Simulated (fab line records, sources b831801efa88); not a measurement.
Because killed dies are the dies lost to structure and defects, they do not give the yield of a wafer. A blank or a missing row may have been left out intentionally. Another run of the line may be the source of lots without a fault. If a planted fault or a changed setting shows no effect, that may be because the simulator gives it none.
fab line records -- flow sky130
[record] lots = 4, wafers = 12, lastDay = 50
route steps=708 shown VIA2@527 METAL3@532 CAPM@537 PAD_OPEN@708
lots with no fault: from the same line, run without faults
startH: start of the lot's first displayed wafer, in hours after the record's first day -- waitH: hours since the lot's step before -- " identical to the entry in the row above -- L1.1+2: several wafers, shown together as one row -- - no value, or no start given -- * or withheld: withheld -- < > ~ a bound
route shown NAME@n: a module of which the file shows steps, and the number in the route of the first -- usual: the fault-free wafers' mean and standard deviation -- same: alike in all rows -- chamber/n: place in a boat -- sites: readings site by site -- _std_site: their standard deviation -- _edge_site: outer sites' mean less inner sites' -- radiusMm: for every site, how far away it sits from the centre of the wafer -- mask NAME#n: copy n -- behind: tool/chamber where the wafer was last shaped -- hold: reason for holding the lot/hours on hold/outcome of the hold -- device: the transistor (n, p or np) that didn't switch -- end of line: the route-end tests of the same wafers -- for a step that has no rows: nothing shown but its recipe -- killed: at the first sort, the dies lost to defects and structure; wafer yield is something else -- map: shows each die of a wafer: x if killed, . if not, _ if none is there
set.NAME: setting as actually run; set.NAME@STEP: the setting as run at that earlier step -- model.NAME: the simulator's own value behind a step, which no gauge read
certain route steps with their lots: each step a table, each wafer a row
services: the hour from which a tool's chamber was out of use, counted from the record's first day as startH (under 0 if before that day), plus the number of hours and why
[[steps]]
[step SKY_VIA2_SPUTTER_20]
[recipe] material = TiN, targetThkNm = 20, chamberPressurePa = 5, powerW = 4000, timeS = 80
[step SKY_VIA2_CVD_21]
[recipe] material = W, targetThkNm = 420, timeS = 126.4, tempC = 400, pressureTorr = 40
[step SKY_VIA2_CMP_24]
[recipe] stopOn = SiO2, tOverpolishS = 20, downForcePsi = 3.5, platenRpm = 60, targetThkNm = 0, padVelocityMS = 0.94248
[step SKY_METAL3_SPUTTER_00]
[recipe] material = Ti, targetThkNm = 15, powerW = 3000, timeS = 10, chamberPressurePa = 0.4
[step SKY_METAL3_SPUTTER_01]
[recipe] material = TiN, targetThkNm = 20, powerW = 6500, timeS = 16.7, chamberPressurePa = 0.4
[step SKY_METAL3_SPUTTER_02]
[recipe] material = AlCu, targetThkNm = 735, powerW = 10600, timeS = 39.1, chamberPressurePa = 0.4
[step SKY_METAL3_SPUTTER_03]
[recipe] material = Ti, targetThkNm = 5, powerW = 3000, timeS = 3.3, chamberPressurePa = 0.4
[step SKY_METAL3_SPUTTER_04]
[recipe] material = TiN, targetThkNm = 70, powerW = 6500, timeS = 58.3, chamberPressurePa = 0.4
[step SKY_CAPM_CVD_00]
[recipe] material = SiO2, targetThkNm = 15.5, tempC = 400, timeS = withheld, rfW = 450
[step SKY_CAPM_SPUTTER_02]
[recipe] material = TiN, targetThkNm = 200, tempC = 300, powerW = 6500, timeS = 166.7, chamberPressurePa = 0.4
[usual] cathodeDcPowerW = 6500.0/1.2, throttleValvePct = 29.5/0.98
lot.wafer,tool,chamber,startH,waitH,cathodeDcPowerW,throttleValvePct,model.TiN_of_CAPM_SPUTTER_02.thkNm
L134.1,pvdSputter-02,-,905.66,0.1,6500.5,28.6,201.7
L134.5,pvdSputter-02,-,905.66,0.1,6499.2,28.7,199.3
L134.6,pvdSputter-02,-,905.66,0.1,6502.5,28.4,202.5
L137.1,pvdSputter-02,-,945.91,0.1,6499.2,28.8,173.3
L137.5,pvdSputter-02,-,945.91,0.1,6500.6,28.8,201.4
L137.6,pvdSputter-02,-,945.91,0.1,6498.3,28.6,173.1
L143.1,pvdSputter-02,-,973.40,0.1,6499.0,28.8,172.7
L143.4,pvdSputter-02,-,973.40,0.1,6499.9,28.2,199.6
L143.5,pvdSputter-02,-,973.40,0.1,6499.2,28.5,199
L149.1,pvdSputter-01,-,1009.94,0.1,6499.4,30.7,201.6
L149.3,pvdSputter-01,-,1009.94,0.1,6500.1,30.5,205.4
L149.5,pvdSputter-01,-,1009.94,0.1,6501.0,30.4,205
[step SKY_CAPM_RS_MEAS_03]
[recipe] thkMeasGauge = four-point-probe, reads = TiN_of_CAPM_SPUTTER_02
[usual] CAPM_TIN_RS = 6.91/0.071
lot.wafer,tool,chamber,startH,waitH,CAPM_TIN_RS[ohm/sq]
L134.1,filmMetro-01,-,905.77,0.1,6.84
L134.5,filmMetro-01,-,905.77,0.1,6.92
L134.6,filmMetro-01,-,905.77,0.1,6.80
L137.1,filmMetro-03,-,946.02,0.1,8.02
L137.5,filmMetro-03,-,946.02,0.1,6.88
L137.6,filmMetro-03,-,946.02,0.1,8.02
L143.1,filmMetro-03,-,973.51,0.1,8.03
L143.4,filmMetro-03,-,973.51,0.1,6.94
L143.5,filmMetro-03,-,973.51,0.1,6.97
L149.1,filmMetro-04,-,1010.05,0.1,6.86
L149.3,filmMetro-04,-,1010.05,0.1,6.73
L149.5,filmMetro-04,-,1010.05,0.1,6.75
[step SKY_CAPM_THK_MEAS_04]
[recipe] thkMeasGauge = xrf, reads = TiN_of_CAPM_SPUTTER_02
[usual] CAPM_TIN_THK = 197.0/2
lot.wafer,tool,chamber,startH,waitH,CAPM_TIN_THK[nm]
L134.1,filmMetro-01,-,905.89,0.1,198.4
L134.5,filmMetro-01,-,905.89,0.1,196.0
L134.6,filmMetro-01,-,905.89,0.1,199.5
L137.1,filmMetro-03,-,946.14,0.1,171.4
L137.5,filmMetro-03,-,946.14,0.1,198.8
L137.6,filmMetro-03,-,946.14,0.1,171.5
L143.1,filmMetro-03,-,973.63,0.1,169.4
L143.4,filmMetro-03,-,973.63,0.1,194.9
L143.5,filmMetro-03,-,973.63,0.1,196.0
L149.1,filmMetro-04,-,1010.17,0.1,197.6
L149.3,filmMetro-04,-,1010.17,0.1,202.0
L149.5,filmMetro-04,-,1010.17,0.1,202.0
[step SKY_CAPM_DEHYDRATE_05]
[recipe] tempC = 200, timeS = 60
[step SKY_CAPM_HMDS_06]
[recipe] primeTimeS = 60, primeTempC = 120
[step SKY_CAPM_COAT_07]
[recipe] resist = NOVOLAK, spinRpm = 3000, resistThkNm = 1140
[step SKY_CAPM_SOFTBAKE_08]
[recipe] tempC = 90, timeS = 60, resist = NOVOLAK
[step SKY_CAPM_EXPOSE_09]
[recipe] maskId = CAPM, na = 0.6, sourceShape = conventional, sigmaOuter = 0.6, polarization = unpolarized, targetCdNm = 1000, doseMj = 159
[step SKY_CAPM_PEB_10]
[recipe] tempC = withheld, timeS = *, resist = NOVOLAK
[step SKY_CAPM_DEVELOP_11]
[recipe] resist = NOVOLAK, developer = TMAH, developTimeS = 60, devTempC = 23
[step SKY_CAPM_METAL_ETCH_13]
[recipe] targetDepthNm = 220, stopOn = SiO2, chemistry = Cl2/BCl3, target = TiN, pressureMtorr = 10, icpW = 900, biasW = 48.5, Cl2_flow_sccm = 60, bcl3FlowSccm = 30, timeS = 62.9
[usual] chamberPressureMTorr = 10.002/0.0079, drypumpMotorCurrentA = 6.0/0.61, oesProductAu = 0.942/0.0068, throttleValvePct = 21.901/0.01
lot.wafer,tool,chamber,startH,waitH,chamberPressureMTorr,drypumpMotorCurrentA,oesProductAu,rfHoursCounterH,throttleValvePct
L134.1,rieMetal-02,1,929.64,0.0,9.999,6.4,0.952,2,21.901
L134.5,rieMetal-02,1,929.64,0.0,9.981,6.4,0.942,-,21.883
L134.6,rieMetal-02,1,929.64,0.0,10.000,6.3,0.951,-,21.905
L137.1,rieMetal-01,0,970.33,0.0,9.998,4.9,0.870,14,21.951
L137.5,rieMetal-01,1,970.33,0.0,10.005,5.7,0.941,-,21.887
L137.6,rieMetal-01,0,970.33,0.0,10.011,4.9,0.868,-,21.935
L143.1,rieMetal-01,0,996.18,0.0,9.993,4.9,0.865,16,21.954
L143.4,rieMetal-01,0,996.18,0.0,9.997,4.9,0.938,-,21.898
L143.5,rieMetal-01,1,996.18,0.0,10.002,5.8,0.937,-,21.890
L149.1,rieMetal-01,1,1031.78,0.0,10.003,5.8,0.944,16,21.886
L149.3,rieMetal-01,0,1031.78,0.0,10.009,4.9,0.958,-,21.894
L149.5,rieMetal-01,0,1031.78,0.0,10.008,4.9,0.964,-,21.890
[step SKY_CAPM_STRIP_14]
[recipe] chemistry = O2/N2, powerW = 1400, pressureMtorr = 1500, platenTempC = withheld, o2FlowSccm = 3000, n2FlowSccm = 300, overashFraction = 0.5
[step SKY_CAPM_STRIP_15]
[recipe] chemistry = postEtchResidueRemover, timeS = 1200, tempC = 72.5
[step SKY_CAPM_CLEAN_16]
[recipe] chemistry = IPA, timeS = 180, tempC = 25
[step SKY_CAPM_CLEAN_17]
[recipe] chemistry = O3/DIW, dry = n2Spin
[step SKY_METAL3_DEHYDRATE_05]
[recipe] tempC = 200, timeS = 60
[step SKY_METAL3_HMDS_06]
[recipe] primeTimeS = 60, primeTempC = 120
[step SKY_METAL3_COAT_07]
[recipe] resist = BARC, tempC = withheld, timeS = withheld, spinRpm = 3000, resistThkNm = 60
[step SKY_METAL3_COAT_08]
[recipe] resist = KrF-thick, spinRpm = 3000, resistThkNm = 1140
[step SKY_METAL3_SOFTBAKE_09]
[recipe] tempC = 100, timeS = 90, resist = KrF-thick
[step SKY_METAL3_EXPOSE_10]
[recipe] maskId = MM3, na = 0.68, sourceShape = annular, sigmaInner = 0.4, sigmaOuter = 0.8, targetCdNm = 300, doseMj = 28
[step SKY_METAL3_PEB_11]
[recipe] pebTempC = withheld, pebTimeS = withheld, resist = KrF-thick
[step SKY_METAL3_DEVELOP_12]
[recipe] developTimeS = 60, resist = KrF-thick, devTempC = 21
[step SKY_METAL3_DESCUM_15]
[recipe] chemistry = O2, sourcePowerW = 150, biasPowerW = 0, pressureMtorr = 10, tempC = 40, timeS = 8
[step SKY_METAL3_ETCH_16]
[recipe] chemistry = N2/H2, target = BARC, ionEnergyEv = 200, biasW = 100, pressureMtorr = 30, n2FlowSccm = 100, h2FlowSccm = 200, icpW = 500, stopOn = SiO2, timeS = 88.2, targetDepthA = 600
[step SKY_METAL3_ETCH_17]
[recipe] target = SiO2, stopOn = TiN, chemistry = C4F8/O2/Ar, sourceW = 1500, biasW = 1200, pressureMtorr = 40, c4f8FlowSccm = withheld, O2_flow_sccm = 6, Ar_flow_sccm = 300, timeS = 3.9, targetDepthA = 150
[step SKY_METAL3_METAL_ETCH_18]
[recipe] targetDepthA = 8450, stopOn = SiO2, overEtchFrac = 0.3, timeS = 183.1, chemistry = Cl2/BCl3, resistSidewallDeg = 88, pressureMtorr = 10, icpW = 900, biasW = 48.5, Cl2_flow_sccm = 60, bcl3FlowSccm = 30
[step SKY_METAL3_STRIP_20]
[recipe] chemistry = postEtchResidueRemover, timeS = 1200, tempC = 72.5
[usual] bathGuardTempC = 72.3/0.38
lot.wafer,tool,chamber,startH,waitH,bathGuardTempC,model.TiN_of_CAPM_SPUTTER_02.thkNm
L134.1,wetBench-01,3,956.10,0.1,72.6,200.9
L134.5,wetBench-01,3,956.10,0.1,71.9,198.5
L134.6,wetBench-01,3,956.10,0.1,71.7,201.7
L137.1,wetBench-01,0,995.30,0.1,73.0,172.4
L137.5,wetBench-01,0,995.30,0.1,72.9,200.5
L137.6,wetBench-01,0,995.30,0.1,72.5,172.2
L143.1,wetBench-02,2,1020.17,0.1,72.5,171.9
L143.4,wetBench-02,2,1020.17,0.1,72.4,198.8
L143.5,wetBench-02,2,1020.17,0.1,72.0,198.1
L149.1,wetBench-01,3,1054.45,0.1,72.2,200.8
L149.3,wetBench-01,3,1054.45,0.1,71.9,204.6
L149.5,wetBench-01,3,1054.45,0.1,72.6,204.1
[step SKY_PAD_OPEN_PROBE_99]
[usual] defectLimitedYield = 82.3/1.9, killed_at_M0_to_M3 = 44/6.9, killed_at_M4_up = 3.3/2.1, killedAtContacts = 24/4.8, killedAtFrontEnd = 15/4.4, killedAtOther = 0.2/0.48, killedDies = 87/9.5, killedOpen = 48/6.5, killedShort = 39/6.3, sort_bin_3_pad_short = 0.9/0.48, sort_bin_5_function = 10.5/1.5, sort_bin_6_memory = 6.3/1.1, sortNPass = 405/9.5, sortYieldPct = 82.3/1.9
[same] grossDies = 492, killedAtBackSide = 0, sort_bin_4_leakage[%] = 0, sort_bin_8_speed[%] = 0
lot.wafer,tool,chamber,startH,waitH,defectLimitedYield[%],killed_at_M0_to_M3,killed_at_M4_up,killedAtContacts,killedAtFrontEnd,killedAtOther,killedDies,killedOpen,killedShort,sort_bin_3_pad_short[%],sort_bin_5_function[%],sort_bin_6_memory[%],sortNPass,sortYieldPct[%],model.etest.capMim.plateOhmSq,model.etest.capMim.bvV,model.etest.capMim.leakLog10ACm2
L134.1,prober-02,-,1119.21,0.1,80.7,49,6,21,19,0,95,42,53,0.8,12.6,5.9,397,80.7,5.913,13.73,-8.906
L134.5,prober-02,-,1119.41,0.2,85.2,35,5,24,9,0,73,46,25,0.8,7.5,6.5,419,85.2,6.08,13.94,-8.95
L134.6,prober-02,-,1119.46,0.2,87.2,31,1,17,13,1,63,27,36,1.4,6.3,5.1,429,87.2,5.968,13.63,-8.878
L137.1,prober-01,-,1152.15,0.1,78.7,55,5,28,16,1,105,64,41,1.8,13.0,6.5,387,78.7,6.959,12.83,-8.686
L137.5,prober-01,-,1152.35,0.2,80.9,46,7,27,14,0,94,60,34,0.8,12.0,6.3,398,80.9,5.995,14.2,-9.03
L137.6,prober-01,-,1152.40,0.2,80.9,57,1,25,11,0,94,57,37,2.0,11.2,5.9,398,80.9,6.972,13.39,-8.724
L143.1,prober-01,-,1170.30,0.1,79.5,46,2,33,20,0,101,59,40,1.0,12.6,6.9,391,79.5,7.021,13.21,-8.491
L143.4,prober-01,-,1170.45,0.2,81.1,42,3,25,23,0,93,52,41,0.4,10.8,7.7,399,81.1,6.021,14.07,-8.759
L143.5,prober-01,-,1170.50,0.2,81.9,45,1,21,21,1,89,44,44,0.6,10.4,7.1,403,81.9,6.049,13.62,-9.002
L149.1,prober-01,-,1196.74,0.1,82.9,39,0,23,22,0,84,46,38,2.4,9.1,5.5,408,82.9,5.871,13.47,-8.966
L149.3,prober-01,-,1196.84,0.2,81.5,47,3,21,20,0,91,51,40,1.2,10.2,7.1,401,81.5,5.826,13.7,-8.9
L149.5,prober-01,-,1196.94,0.2,84.1,36,3,22,17,0,78,40,38,0.8,8.7,6.3,414,84.1,5.864,14.41,-9.013
// killed by level:class
L134.1 METAL2:geometricParticle:short=9 METAL1:geometricParticle:short=8 POLY_GATE:geometricParticle:short=7 VIA2:geometricParticle:open=7 VIA1:geometricParticle:open=7 CONTACT:geometricParticle:open=6 LI_CONTACT:geometricParticle:open=5 LOCAL_INTERCONNECT:geometricParticle:short=5
L134.5 VIA2:geometricParticle:open=11 METAL1:geometricParticle:short=9 VIA1:geometricParticle:open=9 CONTACT:geometricParticle:open=8 LI_CONTACT:geometricParticle:open=7 FIELD_ISO:geometricParticle:open=5 CONTACT:geometricParticle:short=5 METAL4:geometricParticle:short=3
L134.6 LOCAL_INTERCONNECT:geometricParticle:short=6 VIA1:geometricParticle:open=5 FIELD_ISO:geometricParticle:short=4 CONTACT:geometricParticle:short=4 METAL1:geometricParticle:short=4 VIA2:geometricParticle:open=4 VIA2:geometricParticle:short=4 VIA3:geometricParticle:open=4
L137.1 LI_CONTACT:geometricParticle:open=12 VIA2:geometricParticle:open=12 CONTACT:geometricParticle:open=10 METAL2:geometricParticle:short=8 VIA1:geometricParticle:short=7 VIA1:geometricParticle:open=7 VIA3:geometricParticle:open=7 FIELD_ISO:geometricParticle:open=6
L137.5 VIA1:geometricParticle:open=18 VIA3:geometricParticle:open=9 CONTACT:geometricParticle:open=8 LI_CONTACT:geometricParticle:open=7 VIA2:geometricParticle:open=7 FIELD_ISO:geometricParticle:open=6 CONTACT:geometricParticle:short=6 FIELD_ISO:geometricParticle:short=5
L137.6 VIA1:geometricParticle:open=11 VIA2:geometricParticle:open=10 VIA3:geometricParticle:open=10 CONTACT:geometricParticle:open=9 LI_CONTACT:geometricParticle:open=8 METAL3:geometricParticle:short=6 LOCAL_INTERCONNECT:geometricParticle:short=5 POLY_GATE:geometricParticle:open=4
L143.1 CONTACT:geometricParticle:open=15 VIA1:geometricParticle:open=12 FIELD_ISO:geometricParticle:open=6 VIA1:geometricParticle:short=6 LI_CONTACT:geometricParticle:open=6 VIA2:geometricParticle:open=6 VIA3:geometricParticle:short=6 VIA3:geometricParticle:open=6
L143.4 VIA2:geometricParticle:open=10 CONTACT:geometricParticle:open=9 FIELD_ISO:geometricParticle:open=8 FIELD_ISO:geometricParticle:short=8 LI_CONTACT:geometricParticle:open=7 VIA1:geometricParticle:open=7 CONTACT:geometricParticle:short=5 VIA1:geometricParticle:short=5
L143.5 METAL2:geometricParticle:short=9 METAL1:geometricParticle:short=7 VIA2:geometricParticle:open=7 FIELD_ISO:geometricParticle:short=6 POLY_GATE:geometricParticle:open=6 VIA1:geometricParticle:short=6 VIA1:geometricParticle:open=6 LI_CONTACT:geometricParticle:open=5
L149.1 VIA1:geometricParticle:open=9 FIELD_ISO:geometricParticle:short=7 CONTACT:geometricParticle:open=7 POLY_GATE:geometricParticle:open=6 LI_CONTACT:geometricParticle:open=6 VIA1:geometricParticle:short=5 VIA3:geometricParticle:open=5 LI_CONTACT:geometricParticle:short=4
L149.3 VIA1:geometricParticle:open=15 VIA2:geometricParticle:open=10 METAL2:geometricParticle:short=8 CONTACT:geometricParticle:open=7 POLY_GATE:geometricParticle:short=6 LOCAL_INTERCONNECT:geometricParticle:short=6 FIELD_ISO:geometricParticle:short=5 POLY_GATE:geometricParticle:open=5
L149.5 CONTACT:geometricParticle:open=8 VIA1:geometricParticle:open=7 LI_CONTACT:geometricParticle:open=5 METAL1:geometricParticle:short=5 CONTACT:geometricParticle:short=5 VIA3:geometricParticle:open=5 VIA2:geometricParticle:open=5 METAL2:geometricParticle:short=4
[[services]]
tool,chamber,startH,hours,kind
rieMetal-01,1,891.75,7.3,repair
wetBench-02,-,905.77,4.3,repair
pvdSputter-02,-,913.45,2.1,repair
pvdSputter-01,-,917.61,70.1,repair
rieMetal-02,0,920.84,-,clean
rieMetal-02,0,920.84,20.3,scheduledDown
rieMetal-02,0,920.84,20.3,ventCycle
pvdSputter-02,-,960.08,1.2,repair
pvdSputter-02,-,974.01,4.9,repair
wetBench-02,-,976.54,2.2,repair
pvdSputter-01,-,1005.04,1.1,repair
wetBench-02,-,1039.87,2.8,repair
rieMetal-01,-,1045.68,0.2,repair
[[key]]
[firstSign] step = SKY_CAPM_RS_MEAS_03, reading = CAPM_TIN_RS, direction = up, sigmas = 16, usual = 6.91, struck = 8.02
[effect] step = SKY_CAPM_THK_MEAS_04, reading = CAPM_TIN_THK, direction = down, sigmas = 13, usual = 197.0, struck = 170.8
[effect] step = SKY_CAPM_METAL_ETCH_13, reading = oesProductAu, direction = down, sigmas = 11, usual = 0.942, struck = 0.867
[modelEffect] step = SKY_CAPM_SPUTTER_02, value = TiN_of_CAPM_SPUTTER_02.thkNm, without = 198.7, struck = 173
[modelEffect] step = SKY_METAL3_STRIP_20, value = TiN_of_CAPM_SPUTTER_02.thkNm, without = 197.9, struck = 172.2
[modelEffect] step = SKY_PAD_OPEN_PROBE_99, value = etest.capMim.plateOhmSq, without = 6.082, struck = 6.984
metAt SKY_CAPM_SPUTTER_02
struckWafers L137.1,L137.6,L143.1
onsetBetween 905.66 945.91
[fault] kind = processParameterDrift, tool = pvdSputter-02, chamber = -, onsetH = 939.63, steps = SKY_CAPM_SPUTTER_02, channel = timeS, offset = *, shape = step, endH = 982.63, scope = struckWafersOnly, actsIn = *, stated = *
